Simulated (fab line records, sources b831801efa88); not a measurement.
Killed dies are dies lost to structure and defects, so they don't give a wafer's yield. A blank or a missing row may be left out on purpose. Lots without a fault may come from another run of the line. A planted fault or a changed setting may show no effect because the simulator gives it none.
A struck lot beside a sound one | flow sky130 | 43 steps out of a route of 708
Sound: wafers L212.1, L212.3, L212.5. Struck: wafer L223.1. (L223.2, L223.5 of the same lot were not struck and are left out.) The cause comes at the end.
At each step with rows: each side's tool, then ch and its chambers, then its first start. Under that, the readings that differ: sound wafers | struck wafers | difference of the means | sigmas: that difference in standard deviations of wafers without a fault.
alike: readings whose means differ by less than 2 such deviations, and words and numbers that are the same on both sides. not compared: withheld readings, readings that some wafer has no value for, bounds like >300 that may hide the same value, and numbers for which the record gives no deviation and whose values overlap.
The two part at a step that has a row with sigmas, a row that says differs or no value, or rows on one side only. Numbers that don't overlap but have no deviation are shown without sigmas and don't part them. A reading that every wafer of one side lacks parts them only if that side has two wafers or more.

SKY_VIA4_STRIP_13: strips in O2/N2.
  sound on plasma_asher-01 ch 0,1, day 44 00:37; struck on plasma_asher-03 ch 1, day 47 02:17
  alike: drypump_motor_current_A, oes_product_au, strip_time_to_endpoint_s
  not compared: rf_hours_counter_h
then, 4 steps without rows for these wafers: SKY_VIA4_STRIP_14 (strips in post etch residue remover, time 1200 s); SKY_VIA4_CLEAN_15 (cleans in IPA, time 180 s); SKY_VIA4_CLEAN_16 (cleans in O3/DIW); SKY_VIA4_SPUTTER_17 (material TiN, target thk 20 nm, time 80 s).
SKY_VIA4_CVD_18: deposits W, target thk 505 nm, time 152.14 s.
  sound on cvd_w-02 ch 0,1, day 44 01:16; struck on cvd_w-01 ch 0, day 47 02:56
  alike: heater_power_w
SKY_VIA4_RS_MEAS_19: measures by four-point-probe.
  sound on film_metro-03, day 44 01:25; struck on film_metro-02, day 47 03:05
  reading            | sound             | struck | difference | sigmas
  VIA4_W_RS (ohm/sq) | 0.231 0.229 0.227 | 0.219  | -0.010     | -2
SKY_VIA4_THK_MEAS_20: measures by xrf.
  sound on film_metro-03, day 44 01:32; struck on film_metro-02, day 47 03:13
  alike: VIA4_W_THK
SKY_VIA4_CMP_21: polishes, stops on SiO2, t overpolish 25 s, target thk 0 nm.
  sound on cmp-02 ch 0,2,3, day 44 01:39; struck on cmp-01 ch 2, day 47 03:19
  alike: motor_current_A, overpolish_run_s, time_to_endpoint_s
then, 3 steps without rows for these wafers: SKY_METAL5_SPUTTER_00 (material Ti, target thk 15 nm, time 10 s); SKY_METAL5_SPUTTER_01 (material TiN, target thk 20 nm, time 16.7 s); SKY_METAL5_SPUTTER_02 (material AlCu, target thk 1150 nm, time 61.2 s).
SKY_METAL5_SPUTTER_03: material Ti, target thk 5 nm, time 3.3 s.
  sound on pvd_sputter-01, day 44 02:00; struck on pvd_sputter-04, day 47 03:40
  alike: cathode_dc_power_W, throttle_valve_pct
SKY_METAL5_SPUTTER_04: material TiN, target thk 70 nm, time 58.3 s.
  sound on pvd_sputter-01, day 44 02:01; struck on pvd_sputter-04, day 47 03:41
  alike: cathode_dc_power_W, throttle_valve_pct
SKY_METAL5_RS_MEAS_05: measures by four-point-probe.
  sound on film_metro-03, day 44 02:04; struck on film_metro-02, day 47 03:44
  alike: METAL5_ALCU_RS
SKY_METAL5_THK_MEAS_06: measures by xrf.
  sound on film_metro-03, day 44 02:11; struck on film_metro-02, day 47 03:51
  alike: METAL5_ALCU_THK
then, 9 steps without rows for these wafers: SKY_METAL5_DEHYDRATE_07 (time 60 s); SKY_METAL5_HMDS_08 (prime time 60 s); SKY_METAL5_COAT_09 (resist thk 1800 nm); SKY_METAL5_SOFTBAKE_10 (time 60 s); SKY_METAL5_EXPOSE_11 (exposes mask MM5, target cd 1600 nm); SKY_METAL5_PEB_12; SKY_METAL5_DEVELOP_13 (develop time 60 s); SKY_METAL5_DESCUM_14 (chemistry O2, time 11 s); SKY_METAL5_METAL_ETCH_15 (etches the open film in Cl2/BCl3, stops on SiO2, target depth 1260 nm, time 252 s).
SKY_METAL5_STRIP_16: strips in O2/N2.
  sound on plasma_asher-01 ch 0, day 45 00:41; struck on plasma_asher-01 ch 1, day 48 00:01
  alike: drypump_motor_current_A, oes_product_au, strip_time_to_endpoint_s
  not compared: rf_hours_counter_h
then, 4 steps without rows for these wafers: SKY_METAL5_STRIP_17 (strips in post etch residue remover, time 1200 s); SKY_METAL5_CLEAN_18 (cleans in IPA, time 180 s); SKY_METAL5_CLEAN_19 (cleans in O3/DIW); SKY_PASSIVATION_CVD_00 (deposits SiO2, target thk 90 nm).
SKY_PASSIVATION_THK_MEAS_01:
  sound on film_metro-04, day 45 01:19; struck on film_metro-03, day 48 01:03
  alike: PASSIVATION_CVD_00_THK
then, 1 step without rows for these wafers: SKY_PASSIVATION_CVD_02 (deposits Si3N4, target thk 540 nm).
SKY_PASSIVATION_THK_MEAS_03:
  sound on film_metro-03, day 45 01:35; struck on film_metro-04, day 48 01:20
  alike: PASSIVATION_CVD_02_THK
then, 9 steps without rows for these wafers: SKY_PASSIVATION_DEHYDRATE_04 (time 60 s); SKY_PASSIVATION_HMDS_05 (prime time 60 s); SKY_PASSIVATION_COAT_06 (resist thk 3000 nm); SKY_PASSIVATION_SOFTBAKE_07; SKY_PASSIVATION_EXPOSE_08 (exposes mask NSM, target cd 3000 nm); SKY_PASSIVATION_PEB_09; SKY_PASSIVATION_DEVELOP_10 (develop time 60 s); SKY_PASSIVATION_ETCH_11 (etches the open film in CF4/O2, stops on AlCu, target depth 725 nm, time 161.1 s); SKY_PASSIVATION_STRIP_12 (strips in O2/N2).
SKY_PAD_OPEN_PROBE_99:
  the record has rows for the struck wafers here (prober-02, day 49 16:09) and none for the sound ones

WHERE THEY PART
First at SKY_VIA4_RS_MEAS_19; last, within this record, at SKY_PAD_OPEN_PROBE_99.

WHY: what the simulator had put in
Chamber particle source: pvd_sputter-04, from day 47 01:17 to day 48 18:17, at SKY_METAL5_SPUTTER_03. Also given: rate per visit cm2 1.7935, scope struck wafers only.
